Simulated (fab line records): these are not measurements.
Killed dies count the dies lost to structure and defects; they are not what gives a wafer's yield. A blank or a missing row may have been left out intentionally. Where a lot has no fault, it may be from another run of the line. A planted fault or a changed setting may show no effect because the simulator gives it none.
Commonality check across tools + flow gf180mcu + 39 wafers sampled across 13 lots

## REASON IT WAS OPENED
GF_TOP_METAL_OVL_MEAS_15, reading TOP_METAL_OVL: flagged on 2 of 13 lots. No-fault wafers: -1.2 nm, standard deviation 1.3.
Rule: a lot gets a flag if all its wafers with a number sit over 4 standard deviations from that mean, or if no wafer of it has a number. The other lots count as sound.

| lot  | measured     | on         | TOP_METAL_OVL (nm), wafer by wafer | flag    |
|------|--------------|------------|------------------------------------|---------|
| L481 | day 28 05:32 | overlay-02 | -2.1 -1.9 -1.7                     |         |
| L482 | day 28 11:07 | overlay-01 | -1.5 0.7 0.0                       |         |
| L483 | day 28 18:46 | overlay-01 | 0.3 -1.0 -0.2                      |         |
| L484 | day 29 02:31 | overlay-01 | -2.1 -0.8 -2.2                     |         |
| L485 | day 29 10:29 | overlay-01 | -3.1 -0.5 -1.3                     |         |
| L489 | day 30 16:40 | overlay-01 | -3.7 -2.6 -4.7                     |         |
| L490 | day 30 19:07 | overlay-02 | 34.8 35.8 34.6                     | FLAGGED |
| L494 | day 31 22:34 | overlay-02 | 35.6 37.2 34.7                     | FLAGGED |
| L496 | day 32 10:08 | overlay-01 | -2.4 -0.2 -1.6                     |         |
| L497 | day 32 20:13 | overlay-02 | -1.6 -1.7 -0.9                     |         |
| L501 | day 33 16:19 | overlay-01 | -3.1 -2.8 -1.9                     |         |
| L503 | day 34 03:02 | overlay-02 | 1.8 -0.3 0.4                       |         |
| L504 | day 34 05:17 | overlay-01 | -1.9 -1.3 0.2                      |         |
The numbers of the flagged lots are 35.5 nm on average: +36.7 nm against the usual, or +28 standard deviations.

## TOOL THAT RAN EACH LOT
Before the reading, the record contains 3 process steps out of a 602-step route. Cell contents, in order: the tool; ch with the chambers the sampled wafers went through; the start.
| lot  | flag    | GF_V1_CMP_04                  | GF_V1_ETCH_17                                 | GF_TOP_METAL_EXPOSE_11              |
|------|---------|-------------------------------|-----------------------------------------------|-------------------------------------|
| L481 |         | cmp-02 ch 1,3, day 17 07:14   | rie_diel-04 ch 1,2, day 21 14:54 or earlier   | iline_stepper-01 ch 0, day 27 19:25 |
| L482 |         | cmp-01 ch 2,3, day 17 12:58   | rie_diel-04 ch 2,3, day 21 20:52 or earlier   | iline_stepper-02 ch 0, day 28 01:29 |
| L483 |         | cmp-01 ch 1,3, day 17 22:23   | rie_diel-03 ch 0,3, day 22 04:04 or earlier   | iline_stepper-01 ch 0, day 28 08:41 |
| L484 |         | cmp-01 ch 0,2,3, day 18 07:55 | rie_diel-03 ch 0,1,3, day 22 14:02 or earlier | iline_stepper-02 ch 0, day 28 17:08 |
| L485 |         | cmp-02 ch 0,3, day 18 19:23   | rie_diel-04 ch 1,2, day 23 01:05 or earlier   | iline_stepper-01 ch 0, day 29 01:49 |
| L489 |         | cmp-02 ch 0,1,3, day 20 07:43 | rie_diel-02 ch 1,2,3, day 24 11:36 or earlier | iline_stepper-02 ch 0, day 30 07:53 |
| L490 | FLAGGED | cmp-02 ch 0,1,3, day 20 13:10 | rie_diel-03 ch 0,1,2, day 24 16:08 or earlier | iline_stepper-02 ch 0, day 30 10:20 |
| L494 | FLAGGED | cmp-02 ch 1,2,3, day 22 01:01 | rie_diel-04 ch 0,2,3, day 26 00:01 or earlier | iline_stepper-02 ch 0, day 31 14:26 |
| L496 |         | cmp-02 ch 1,2,3, day 22 15:56 | rie_diel-02 ch 1,2,3, day 26 13:56 or earlier | iline_stepper-01 ch 0, day 32 01:36 |
| L497 |         | cmp-01 ch 0,1,2, day 23 05:52 | rie_diel-03 ch 0,1, day 27 04:08 or earlier   | iline_stepper-01 ch 0, day 32 12:35 |
| L501 |         | cmp-02 ch 1,2, day 24 07:47   | rie_diel-03 ch 0,1,2, day 28 04:08 or earlier | iline_stepper-01 ch 0, day 33 08:37 |
| L503 |         | cmp-02 ch 0,1,3, day 25 01:49 | rie_diel-04 ch 1,2,3, day 28 18:18 or earlier | iline_stepper-01 ch 0, day 33 19:23 |
| L504 |         | cmp-01 ch 1,2,3, day 25 04:30 | rie_diel-04 ch 0,1, day 28 20:48 or earlier   | iline_stepper-01 ch 0, day 33 21:50 |
What is done by these steps:
- GF_V1_CMP_04: polishes SiO2.
- GF_V1_ETCH_17: etches SiO2 in C4F8/O2/Ar, stops on TiN, target depth 630 nm.
- GF_TOP_METAL_EXPOSE_11: exposes mask MetalTop, target cd 440 nm.
- GF_TOP_METAL_OVL_MEAS_15

## FLAGGED OVER TOTAL, TOOL BY TOOL (the gauges that took the reading come last)
| step                     | tool             | lots run | flagged | share of the flagged lots | sound lots run after its first flagged lot |
|--------------------------|------------------|----------|---------|---------------------------|--------------------------------------------|
| GF_V1_CMP_04             | cmp-01           | 5        | 0       | none                      | -                                          |
| GF_V1_CMP_04             | cmp-02           | 8        | 2       | all                       | 3 (L496,L501,L503)                         |
| GF_V1_ETCH_17            | rie_diel-02      | 2        | 0       | none                      | -                                          |
| GF_V1_ETCH_17            | rie_diel-03      | 5        | 1       | some                      | 2 (L497,L501)                              |
| GF_V1_ETCH_17            | rie_diel-04      | 6        | 1       | some                      | 2 (L503,L504)                              |
| GF_TOP_METAL_EXPOSE_11   | iline_stepper-01 | 8        | 0       | none                      | -                                          |
| GF_TOP_METAL_EXPOSE_11   | iline_stepper-02 | 5        | 2       | all                       | 0                                          |
| GF_TOP_METAL_OVL_MEAS_15 | overlay-01       | 8        | 0       | none                      | -                                          |
| GF_TOP_METAL_OVL_MEAS_15 | overlay-02       | 5        | 2       | all                       | 2 (L497,L503)                              |
With no start given for some of its lots, GF_V1_ETCH_17 uses the hours and lot order of GF_V3_BOW_MEAS_05.

## THE TABLE: WHAT IT ALLOWS
3 rows of the table ran every flagged lot: cmp-02 at GF_V1_CMP_04, iline_stepper-02 at GF_TOP_METAL_EXPOSE_11, overlay-02 at GF_TOP_METAL_OVL_MEAS_15.
- cmp-02 at GF_V1_CMP_04 ran 8 lots, 2 of them flagged. After the first flagged lot (L496, L501, L503), sound lots still ran on it; a lasting fault on the whole tool would not permit that.
- iline_stepper-02 at GF_TOP_METAL_EXPOSE_11 ran 5 lots, 2 of them flagged. Last sound lot L489 at day 30 07:53, first flagged lot L490 at day 30 10:20; a fault beginning in between fits.
- overlay-02 at GF_TOP_METAL_OVL_MEAS_15 ran 5 lots, 2 of them flagged. After the first flagged lot (L497, L503), sound lots still ran on it; a lasting fault on the whole tool would not permit that.
What remains is a single tool, iline_stepper-02 at GF_TOP_METAL_EXPOSE_11.

## WHAT THE SIMULATOR HAD PUT IN
Scanner matching overlay: iline_stepper-02, from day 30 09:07 on, at GF_TOP_METAL_EXPOSE_11. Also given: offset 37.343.
Shown lots that were struck: L490, L494. This agrees with what the rule above found.
